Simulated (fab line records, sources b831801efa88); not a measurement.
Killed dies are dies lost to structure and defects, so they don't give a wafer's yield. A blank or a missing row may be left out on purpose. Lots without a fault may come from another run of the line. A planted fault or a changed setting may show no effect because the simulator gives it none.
fab line records | flow sky130
record lots=5 wafers=15 last_day=49
route steps=708 shown METAL1@441 PAD_OPEN@708
lots that met no fault: from a run of the same line without faults
start_h: hours from the record's first day to the start of the lot's first wafer shown | wait_h: hours since the lot's step before | " the same as in the row above | L1.1+2: a row that stands for several wafers | - no value, or no start given | * or withheld: withheld | < > ~ a bound
route shown NAME@n: a module of which the file shows steps, and the number in the route of the first | usual: mean/standard deviation of fault-free wafers | same: alike in all rows | chamber/n: place in a boat | sites: the reading at each site | _std_site: their standard deviation | _edge_site: outer sites' mean less inner sites' | radius_mm: how far each site lies from the wafer's centre | mask NAME#n: copy n | behind: the tool/chamber that last shaped the wafer | hold: why the lot was held/for how many hours/how that ended | device: the transistor (n, p or np) that didn't switch | end of line: the same wafers' tests at the end of the route | a step without rows: its recipe alone | killed: dies lost to structure and defects at the first sort, not the wafer's yield | map: a wafer's dies, x killed, . not, _ none there
set.NAME: the setting as run; set.NAME@STEP: as run at that earlier step | model.NAME: the simulator's own value behind a step, which no gauge read
lots at some steps of the route; a table a step, a row a wafer
services: from which hour (start_h, from the record's first day; less than 0 if before it) a tool's chamber was out of use, for how many hours, and why
## steps
# step SKY_METAL1_DEHYDRATE_07
# recipe temp_c=200 time_s=60
# step SKY_METAL1_HMDS_08
# recipe prime_time_s=60 prime_temp_c=120
# step SKY_METAL1_COAT_09
# recipe resist=BARC temp_c=withheld time_s=withheld spin_rpm=3000 resist_thk_nm=60
# step SKY_METAL1_COAT_10
# recipe resist=KrF-thick spin_rpm=3000 resist_thk_nm=450
# step SKY_METAL1_SOFTBAKE_11
# recipe temp_c=100 time_s=90 resist=KrF-thick
# step SKY_METAL1_EXPOSE_12
# recipe mask_id=MM1 na=0.8 source_shape=annular sigma_inner=0.55 sigma_outer=0.85 target_cd_nm=140 dose_mj=28
# step SKY_METAL1_PEB_13
# recipe peb_temp_c=withheld peb_time_s=withheld resist=KrF-thick
# step SKY_METAL1_DEVELOP_14
# recipe develop_time_s=60 resist=KrF-thick dev_temp_c=21
# step SKY_METAL1_CD_MEAS_15
# recipe target_cd_nm=140
# usual cd_nm=139.6/1.7
# columns lot.wafer tool chamber start_h wait_h cd_nm
L974.1 cd_sem-02 - 746.95 - 135.8
L974.2 " - " " 136.3
L974.4 " - " " 137.2
L976.1 cd_sem-02 - 766.03 - 137.9
L976.2 " - " " 138.0
L976.5 " - " " 138.2
L983.2 cd_sem-01 - 844.34 - 139.8
L983.3 " - " " 140.7
L983.5 " - " " 140.3
L988.1 cd_sem-02 - 866.82 - 141.1
L988.2 " - " " 141.1
L988.5 " - " " 140.1
L995.3 cd_sem-02 - 920.90 - 141.1
L995.4 " - " " 140.2
L995.5 " - " " 141.4
# step SKY_METAL1_OVL_MEAS_16
# usual METAL1_OVL=-3/4.7
# columns lot.wafer tool chamber start_h wait_h METAL1_OVL[nm]
L974.1 overlay-02 - 747.07 0.1 -3
L974.2 " - " " -1
L974.4 " - " " 2
L976.1 overlay-01 - 766.15 0.1 0
L976.2 " - " " 0
L976.5 " - " " -3
L983.2 overlay-01 - 844.45 0.1 1
L983.3 " - " " -9
L983.5 " - " " -9
L988.1 overlay-02 - 866.94 0.1 3
L988.2 " - " " -8
L988.5 " - " " 1
L995.3 overlay-02 - 920.99 0.1 -6
L995.4 " - " " -8
L995.5 " - " " -10
# step SKY_METAL1_DESCUM_17
# recipe chemistry=O2 source_power_w=150 bias_power_w=0 pressure_mtorr=10 temp_c=40 time_s=8
# usual drypump_motor_current_A=5.5/0.37 oes_product_au=0.997/0.0084
# columns lot.wafer tool chamber start_h wait_h drypump_motor_current_A oes_product_au rf_hours_counter_h
L974.1 rie_metal-04 0 747.10 0.0 6.2 1.000 14
L974.2 " 1 " " 4.8 1.001 8
L974.4 " 0 " " 6.2 0.997 -
L976.1 rie_metal-02 1 766.19 0.0 5.6 0.988 13
L976.2 " 0 " " 5.6 1.007 2
L976.5 " 1 " " 5.6 0.988 -
L983.2 rie_metal-02 0 844.48 0.0 5.6 0.997 7
L983.3 " 0 " " 5.6 0.985 -
L983.5 " 1 " " 5.6 0.989 -
L988.1 rie_metal-01 0 866.98 0.0 5.6 1.004 7
L988.2 " 1 " " 5.2 1.006 15
L988.5 " 1 " " 5.2 1.011 -
L995.3 rie_metal-04 0 921.03 0.0 6.2 0.991 -
L995.4 " 1 " " 4.8 1.000 -
L995.5 " 1 " " 4.9 1.007 -
# step SKY_METAL1_ETCH_18
# recipe chemistry=N2/H2 target=BARC ion_energy_ev=200 bias_w=100 pressure_mtorr=30 n2_flow_sccm=100 h2_flow_sccm=200 icp_w=500 stop_on=SiO2 time_s=45.9 target_depth_a=600
# usual drypump_motor_current_A=5.5/0.37 oes_product_au=0.854/0.0047 throttle_valve_pct=13.224/0.0091
# columns lot.wafer tool chamber start_h wait_h drypump_motor_current_A oes_product_au rf_hours_counter_h throttle_valve_pct
L974.1 rie_metal-04 0 747.13 0.0 6.2 0.854 14 13.221
L974.2 " 1 " " 4.9 0.848 8 13.218
L974.4 " 0 " " 6.2 0.853 - 13.236
L976.1 rie_metal-02 1 766.22 0.0 5.6 0.845 13 13.223
L976.2 " 0 " " 5.6 0.854 2 13.217
L976.5 " 1 " " 5.6 0.849 - 13.229
L983.2 rie_metal-02 0 844.51 0.0 5.6 0.854 7 13.233
L983.3 " 0 " " 5.6 0.856 - 13.216
L983.5 " 1 " " 5.6 0.856 - 13.222
L988.1 rie_metal-01 0 867.01 0.0 5.6 0.857 7 13.231
L988.2 " 1 " " 5.2 0.854 15 13.232
L988.5 " 1 " " 5.2 0.863 - 13.222
L995.3 rie_metal-04 0 921.07 0.0 6.2 0.855 - 13.221
L995.4 " 1 " " 4.8 0.862 - 13.225
L995.5 " 1 " " 4.8 0.860 - 13.227
# step SKY_METAL1_METAL_ETCH_19
# recipe target_depth_a=3600 stop_on=SiO2 over_etch_frac=0.3 time_s=78 chemistry=Cl2/BCl3 resist_sidewall_deg=88 pressure_mtorr=10 icp_w=900 bias_w=48.5 Cl2_flow_sccm=60 bcl3_flow_sccm=30
# usual drypump_motor_current_A=5.5/0.37 oes_product_au=0.854/0.0059 throttle_valve_pct=22.265/0.0078
# columns lot.wafer tool chamber start_h wait_h drypump_motor_current_A oes_product_au rf_hours_counter_h throttle_valve_pct model.KrF-thick_of_METAL1_COAT_10.thk_nm model.METAL1.cd_nm
L974.1 rie_metal-04 0 747.20 0.0 6.2 0.851 14 22.265 160 136.9
L974.2 " 1 " " 4.8 0.850 8 22.266 157.9 138.3
L974.4 " 0 " " 6.2 0.849 - 22.267 159.1 139.9
L976.1 rie_metal-02 1 766.28 0.0 5.6 0.848 13 22.265 162 138.1
L976.2 " 0 " " 5.6 0.849 2 22.270 164.3 137.5
L976.5 " 1 " " 5.7 0.859 - 22.274 165.4 137.6
L983.2 rie_metal-02 0 844.57 0.0 5.6 0.848 7 22.258 157 138.8
L983.3 " 0 " " 5.6 0.849 - 22.272 159 139.7
L983.5 " 1 " " 5.7 0.852 - 22.258 190 140.9
L988.1 rie_metal-01 0 867.07 0.0 5.6 0.853 7 22.252 162.3 142.3
L988.2 " 1 " " 5.2 0.853 15 22.258 159.4 142.2
L988.5 " 1 " " 5.2 0.862 - 22.252 161.4 138.9
L995.3 rie_metal-04 0 921.14 0.1 6.2 0.861 - 22.273 161.8 141.4
L995.4 " 1 " " 4.8 0.856 - 22.264 154.9 139
L995.5 " 1 " " 4.8 0.864 - 22.266 154.2 141.2
# step SKY_METAL1_STRIP_20
# recipe chemistry=O2/N2 power_w=1400 pressure_mtorr=1500 platen_temp_c=withheld o2_flow_sccm=3000 n2_flow_sccm=300 overash_fraction=0.5
# usual drypump_motor_current_A=5.6/0.49 oes_product_au=0.343/0.0049 strip_time_to_endpoint_s=2.71/0.033
# columns lot.wafer tool chamber start_h wait_h drypump_motor_current_A oes_product_au rf_hours_counter_h strip_time_to_endpoint_s
L974.1 plasma_asher-01 1 747.29 0.1 5.4 0.341 58 2.70
L974.2 " 0 " " 5.6 0.347 58 2.70
L974.4 " 1 " " 5.4 0.340 - 2.71
L976.1 plasma_asher-01 1 766.37 0.1 5.4 0.341 60 2.72
L976.2 " 0 " " 5.7 0.345 60 2.77
L976.5 " 0 " " 5.7 0.337 - 2.78
L983.2 plasma_asher-04 1 844.66 0.1 5.6 0.338 44 2.68
L983.3 " 1 " " 5.6 0.353 - 2.71
L983.5 " 1 " " 5.6 0.357 - 3.04
L988.1 plasma_asher-04 1 867.16 0.1 5.6 0.350 46 2.74
L988.2 " 0 " " 5.0 0.341 46 2.70
L988.5 " 0 " " 5.0 0.350 - 2.73
L995.3 plasma_asher-01 1 921.23 0.1 5.4 0.346 - 2.73
L995.4 " 0 " " 5.7 0.339 - 2.65
L995.5 " 0 " " 5.7 0.340 - 2.65
# step SKY_METAL1_STRIP_21
# recipe chemistry=post_etch_residue_remover time_s=1200 temp_c=72.5
# step SKY_PAD_OPEN_PROBE_99
# usual defect_limited_yield=82.5/1.9 killed_at_M0_to_M3=44/6.6 killed_at_M4_up=3.0/2 killed_at_contacts=24/5.1 killed_at_front_end=15/4.1 killed_at_other=0.4/0.62 killed_dies=86/9.3 killed_open=46/6.8 killed_short=40/5.8 sort_bin_3_pad_short=0.8/0.4 sort_bin_5_function=10.3/1.4 sort_bin_6_memory=6.4/1 sort_n_pass=406/9.3 sort_yield_pct=82.5/1.9
# same gross_dies=492 killed_at_back_side=0 sort_bin_4_leakage[%]=0 sort_bin_8_speed[%]=0
# columns lot.wafer tool chamber start_h wait_h defect_limited_yield[%] killed_at_M0_to_M3 killed_at_M4_up killed_at_contacts killed_at_front_end killed_at_other killed_dies killed_open killed_short sort_bin_3_pad_short[%] sort_bin_5_function[%] sort_bin_6_memory[%] sort_n_pass sort_yield_pct[%]
L974.1 prober-02 - 1062.39 0.1 82.3 42 3 30 12 0 87 44 43 0.6 10.6 6.5 405 82.3
L974.2 prober-02 - 1062.44 0.1 81.3 45 3 29 15 0 92 45 47 0.8 11.2 6.7 400 81.3
L974.4 prober-02 - 1062.54 0.2 82.5 42 1 29 14 0 86 52 34 0.2 10.4 6.9 406 82.5
L976.1 prober-02 - 1078.05 0.1 83.3 48 4 17 13 0 82 42 40 0.4 10.6 5.7 410 83.3
L976.2 prober-02 - 1078.10 0.1 85.0 45 2 17 10 0 74 49 25 0.2 8.3 6.5 418 85.0
L976.5 prober-02 - 1078.25 0.2 81.5 42 3 29 16 1 91 44 47 1.2 10.4 6.9 401 81.5
L983.2 prober-02 - 1139.33 0.1 83.3 52 0 18 10 2 82 42 40 0.6 9.8 6.3 410 83.3
L983.3 prober-02 - 1139.38 0.2 78.9 51 5 27 21 0 104 53 51 1.0 12.8 7.3 388 78.9
L983.5 prober-02 - 1139.48 0.2 84.6 42 4 17 13 0 76 39 37 0.8 8.7 5.9 416 84.6
L988.1 prober-01 - 1150.50 0.1 83.9 41 1 20 17 0 79 42 37 0.6 10.4 5.1 413 83.9
L988.2 prober-01 - 1150.55 0.1 82.1 54 6 22 6 0 88 45 43 1.8 10.4 5.7 404 82.1
L988.5 prober-01 - 1150.70 0.2 82.7 45 2 24 14 0 85 42 43 1.4 8.1 7.7 407 82.7
L995.3 prober-01 - 1187.54 0.2 82.3 46 1 26 14 0 87 43 44 1.8 9.8 6.1 405 82.3
L995.4 prober-01 - 1187.59 0.2 84.8 48 1 15 9 2 75 47 28 0.8 8.9 5.5 417 84.8
L995.5 prober-01 - 1187.64 0.2 86.4 33 1 22 10 1 67 37 30 0.4 8.5 4.7 425 86.4
# killed by level:class
L974.1 CONTACT:geometric_particle:open=13 VIA1:geometric_particle:open=9 CONTACT:geometric_particle:short=8 METAL2:geometric_particle:short=8 METAL1:geometric_particle:short=7 LI_CONTACT:geometric_particle:open=5 VIA3:geometric_particle:open=5 VIA3:geometric_particle:short=4
L974.2 CONTACT:geometric_particle:open=12 VIA1:geometric_particle:open=12 VIA2:geometric_particle:open=9 METAL2:geometric_particle:short=6 LOCAL_INTERCONNECT:geometric_particle:short=6 VIA1:geometric_particle:short=5 POLY_GATE:geometric_particle:open=4 CONTACT:geometric_particle:short=4
L974.4 VIA1:geometric_particle:open=13 CONTACT:geometric_particle:open=10 LI_CONTACT:geometric_particle:open=7 CONTACT:geometric_particle:short=7 METAL1:geometric_particle:short=7 VIA2:geometric_particle:open=6 FIELD_ISO:geometric_particle:open=5 METAL2:geometric_particle:short=4
L976.1 VIA2:geometric_particle:open=11 METAL2:geometric_particle:short=9 VIA1:geometric_particle:open=8 LOCAL_INTERCONNECT:geometric_particle:short=7 CONTACT:geometric_particle:open=5 VIA1:geometric_particle:short=5 VIA2:geometric_particle:short=5 POLY_GATE:geometric_particle:open=4
L976.2 VIA3:geometric_particle:open=12 CONTACT:geometric_particle:open=10 VIA1:geometric_particle:open=10 METAL1:geometric_particle:short=7 FIELD_ISO:geometric_particle:open=4 METAL2:geometric_particle:short=4 LI_CONTACT:geometric_particle:open=3 CONTACT:geometric_particle:short=3
L976.5 CONTACT:geometric_particle:short=13 CONTACT:geometric_particle:open=11 VIA1:geometric_particle:open=11 VIA2:geometric_particle:open=8 METAL1:geometric_particle:short=6 VIA3:geometric_particle:open=6 POLY_GATE:geometric_particle:short=4 FIELD_ISO:geometric_particle:short=3
L983.2 CONTACT:geometric_particle:open=9 METAL2:geometric_particle:short=9 VIA1:geometric_particle:short=8 VIA3:geometric_particle:open=8 VIA2:geometric_particle:open=7 VIA1:geometric_particle:open=6 LI_CONTACT:geometric_particle:open=4 FIELD_ISO:geometric_particle:short=3
L983.3 VIA1:geometric_particle:open=13 CONTACT:geometric_particle:open=10 POLY_GATE:geometric_particle:short=6 METAL2:geometric_particle:short=6 VIA2:geometric_particle:open=6 FIELD_ISO:geometric_particle:short=5 CONTACT:geometric_particle:short=5 LI_CONTACT:geometric_particle:short=5
L983.5 VIA2:geometric_particle:open=8 LI_CONTACT:geometric_particle:open=7 METAL2:geometric_particle:short=6 VIA1:geometric_particle:open=5 POLY_GATE:geometric_particle:open=5 CONTACT:geometric_particle:short=5 METAL1:geometric_particle:short=5 METAL3:geometric_particle:short=5
L988.1 VIA3:geometric_particle:open=9 VIA1:geometric_particle:short=8 LI_CONTACT:geometric_particle:open=7 FIELD_ISO:geometric_particle:open=6 VIA2:geometric_particle:open=6 CONTACT:geometric_particle:short=6 POLY_GATE:geometric_particle:short=4 CONTACT:geometric_particle:open=4
L988.2 VIA2:geometric_particle:open=11 METAL1:geometric_particle:short=10 VIA1:geometric_particle:open=8 CONTACT:geometric_particle:open=8 LI_CONTACT:geometric_particle:open=7 VIA3:geometric_particle:open=6 METAL4:geometric_particle:short=5 VIA3:geometric_particle:short=5
L988.5 VIA1:geometric_particle:open=9 CONTACT:geometric_particle:open=8 VIA1:geometric_particle:short=7 LI_CONTACT:geometric_particle:open=6 METAL2:geometric_particle:short=6 VIA3:geometric_particle:open=6 FIELD_ISO:geometric_particle:short=4 LI_CONTACT:geometric_particle:short=4
L995.3 VIA1:geometric_particle:open=14 CONTACT:geometric_particle:open=11 METAL2:geometric_particle:short=7 LOCAL_INTERCONNECT:geometric_particle:short=6 METAL1:geometric_particle:short=5 LI_CONTACT:geometric_particle:open=5 METAL3:geometric_particle:short=5 VIA3:geometric_particle:short=4
L995.4 VIA1:geometric_particle:open=15 VIA2:geometric_particle:open=11 LI_CONTACT:geometric_particle:open=6 METAL1:geometric_particle:short=5 VIA3:geometric_particle:open=4 FIELD_ISO:geometric_particle:short=3 CONTACT:geometric_particle:open=3 METAL2:geometric_particle:short=3
L995.5 VIA1:geometric_particle:open=9 CONTACT:geometric_particle:open=8 CONTACT:geometric_particle:short=6 VIA3:geometric_particle:open=6 VIA2:geometric_particle:open=5 METAL2:geometric_particle:short=5 FIELD_ISO:geometric_particle:short=3 LOCAL_INTERCONNECT:geometric_particle:short=3
## services
# columns tool chamber start_h hours kind
rie_metal-04 - 724.11 14.6 pm
rie_metal-04 0 756.79 - clean
rie_metal-04 0 756.79 12.4 scheduled_down
rie_metal-04 0 756.79 12.4 vent_cycle
rie_metal-02 1 778.40 13.6 repair
rie_metal-02 1 810.73 - clean
rie_metal-02 1 810.73 10.8 scheduled_down
rie_metal-02 1 810.73 10.8 vent_cycle
rie_metal-04 - 811.82 2.8 pm
rie_metal-01 - 828.55 14.6 pm
plasma_asher-01 - 832.91 2.8 pm
rie_metal-01 1 882.16 - clean
rie_metal-01 1 882.16 15.7 scheduled_down
rie_metal-01 1 882.16 15.7 vent_cycle
rie_metal-02 1 905.05 10.4 repair
plasma_asher-04 - 917.96 3.3 repair
## key
first_sign step=SKY_METAL1_STRIP_20 reading=strip_time_to_endpoint_s direction=up sigmas=9.7 usual=* struck=*
effect none on later readings
model_effect step=SKY_METAL1_METAL_ETCH_19 value=KrF-thick_of_METAL1_COAT_10.thk_nm without=159.1 struck=190
met_at SKY_METAL1_METAL_ETCH_19
struck_wafers L983.5
onset_between 766.28 844.57
fault kind=process_parameter_drift tool=rie_metal-02 chamber=1 onset_h=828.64 steps=SKY_METAL1_METAL_ETCH_19 channel=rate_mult offset=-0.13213 shape=step end_h=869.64
